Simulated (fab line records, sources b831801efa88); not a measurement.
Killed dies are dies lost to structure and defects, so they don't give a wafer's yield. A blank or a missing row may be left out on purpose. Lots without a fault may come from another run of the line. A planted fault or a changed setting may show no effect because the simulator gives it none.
A struck lot beside a sound one | flow gf180mcu | 14 steps out of a route of 602
Sound: wafers L411.2, L411.3, L411.5. Struck: wafers L402.3, L402.4, L402.5. The cause comes at the end.
At each step with rows: each side's tool, then ch and its chambers, then its first start. Under that, the readings that differ: sound wafers | struck wafers | difference of the means | sigmas: that difference in standard deviations of wafers without a fault.
alike: readings whose means differ by less than 2 such deviations, and words and numbers that are the same on both sides. not compared: withheld readings, readings that some wafer has no value for, bounds like >300 that may hide the same value, and numbers for which the record gives no deviation and whose values overlap.
The two part at a step that has a row with sigmas, a row that says differs or no value, or rows on one side only. Numbers that don't overlap but have no deviation are shown without sigmas and don't part them. A reading that every wafer of one side lacks parts them only if that side has two wafers or more.

GF_V2_CMP_26: polishes, stops on SiO2, t overpolish 15 s, target thk 0 nm.
  sound on cmp-01 ch 0,1,3, day 27 01:44; struck on cmp-01 ch 2,3, day 24 16:35
  alike: motor_current_A, overpolish_run_s, time_to_endpoint_s
GF_M3_SPUTTER_00: material Ti, target thk 37.5 nm, time 150 s.
  sound on pvd_sputter-03, day 27 02:02; struck on pvd_sputter-03, day 24 16:53
  alike: throttle_valve_pct
GF_M3_SPUTTER_01: material TiN, target thk 30 nm, time 25 s.
  sound on pvd_sputter-03, day 27 02:08; struck on pvd_sputter-03, day 24 16:59
  alike: throttle_valve_pct
GF_M3_SPUTTER_02: material AlCu, target thk 450 nm, time 23.9 s.
  sound on pvd_sputter-03, day 27 02:10; struck on pvd_sputter-03, day 24 17:01
  alike: throttle_valve_pct
GF_M3_SPUTTER_03: material Ti, target thk 10 nm, time 6.7 s.
  sound on pvd_sputter-03, day 27 02:12; struck on pvd_sputter-03, day 24 17:03
  alike: throttle_valve_pct
then, 1 step without rows for these wafers: GF_M3_SPUTTER_04 (material TiN, target thk 50 nm, time 41.7 s).
GF_M3_RS_MEAS_05: measures by four-point-probe.
  sound on film_metro-03, day 27 02:17; struck on film_metro-04, day 24 17:09
  alike: M3_ALCU_RS
GF_M3_THK_MEAS_06: measures by xrf.
  sound on film_metro-03, day 27 02:23; struck on film_metro-04, day 24 17:15
  alike: M3_ALCU_THK
then, 4 steps without rows for these wafers: GF_M3_DEHYDRATE_07 (time 60 s); GF_M3_HMDS_08 (prime time 60 s); GF_M3_COAT_09 (resist thk 1000 nm); GF_M3_SOFTBAKE_10 (time 60 s).
GF_M3_EXPOSE_11: exposes mask Metal3, target cd 280 nm.
  sound on krf_scanner-01 ch 0, day 27 12:15; struck on krf_scanner-02, day 25 04:11
  no value came back on the struck wafers for exposure_dose_mJ_cm2, focus_offset_nm (nm); on the sound wafers exposure_dose_mJ_cm2 reads 28.021 27.985 27.999
  alike: mask
then, 1 step without rows for these wafers: GF_M3_PEB_12 (peb time 90 s).

WHERE THEY PART
Only at GF_M3_EXPOSE_11, within this record.

WHY: what the simulator had put in
Skipped step whole: krf_scanner-02, from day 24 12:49 on, at GF_M3_EXPOSE_11. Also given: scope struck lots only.
